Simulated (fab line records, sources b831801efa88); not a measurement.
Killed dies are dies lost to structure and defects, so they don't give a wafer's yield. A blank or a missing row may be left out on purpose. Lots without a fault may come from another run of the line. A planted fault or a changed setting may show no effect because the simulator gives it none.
Which tool did it? | flow gf180mcu | 6 lots, 18 wafers sampled, at 4 steps of a route of 602

WHAT THE GAUGES READ, wafer by wafer
GF_V5_OVL_MEAS_15.
lot  | measured     | on         | V5_OVL (nm)
L859 | day 28 06:24 | overlay-02 | -3 -6 1
L863 | day 29 08:43 | overlay-01 | -2 2 3
L866 | day 30 10:25 | overlay-02 | 23 26 27 17 23 21
L868 | day 30 23:10 | overlay-02 | 20 19 18 17 14 13
L872 | day 32 02:06 | overlay-01 | -4 0 1
L878 | day 33 05:32 | overlay-01 | -7 -1 -11

WHICH TOOL RAN EACH LOT (tool, then ch and the chambers of the sampled wafers, then the start)
lot  | GF_V5_CVD_02                    | GF_V5_CMP_04                  | GF_V5_EXPOSE_11
L859 | pecvd-03 ch 1, day 27 09:19     | cmp-01 ch 1,3, day 27 09:35   | krf_scanner-02 ch 0, day 27 20:16
L863 | pecvd-02 ch 0,1,2, day 28 12:21 | cmp-01 ch 1,2,3, day 28 12:34 | krf_scanner-01 ch 0, day 28 23:07
L866 | pecvd-02 ch 0,1,2, day 29 14:42 | cmp-01 ch 0,1,3, day 29 15:07 | krf_scanner-01 ch 0, day 30 01:01
L868 | pecvd-04 ch 1,2, day 30 03:46   | cmp-02 ch 0,2, day 30 03:59   | krf_scanner-01 ch 0, day 30 13:56
L872 | pecvd-03 ch 0,2, day 31 07:53   | cmp-02 ch 0,3, day 31 08:07   | krf_scanner-02 ch 0, day 31 17:29
L878 | pecvd-04 ch 0,1,2, day 32 12:54 | cmp-01 ch 0,1,3, day 32 13:10 | krf_scanner-02 ch 0, day 32 22:26
- GF_V5_CVD_02: deposits SiO2 from TEOS, target thk 1450 nm, time 163.28 s.
- GF_V5_CMP_04: polishes SiO2.
- GF_V5_EXPOSE_11: exposes mask Via5, target cd 260 nm.

THE ANSWER, worked out from the rows above alone
Rule: what is usual is taken from the lots themselves. Put in order of their means at a reading, lots are off if they are a third of the lots or fewer, leave a main group of 4 or more, and stand apart from it by a gap of 3 or more times the standard deviation of the main group's means; of several such gaps the widest counts. A main group whose means are all the same, to the digits that the tables above print for the reading, isn't used. A lot without any number at a reading at which 4 lots or more have one is off too. The other lots that the step has rows for count as sound.
Off: L866, L868, at GF_V5_OVL_MEAS_15 (V5_OVL). The main group: mean -2 nm, standard deviation 2.7.
A tool fits if, at a process step before that reading, it ran every lot that is off, and no sound lot after the first of them. The gauges at GF_V5_OVL_MEAS_15 are tried like those tools. Can't be told from this: 2 tools fit, krf_scanner-01 at GF_V5_EXPOSE_11, overlay-02 at GF_V5_OVL_MEAS_15.

WHAT THE SIMULATOR HAD PUT IN
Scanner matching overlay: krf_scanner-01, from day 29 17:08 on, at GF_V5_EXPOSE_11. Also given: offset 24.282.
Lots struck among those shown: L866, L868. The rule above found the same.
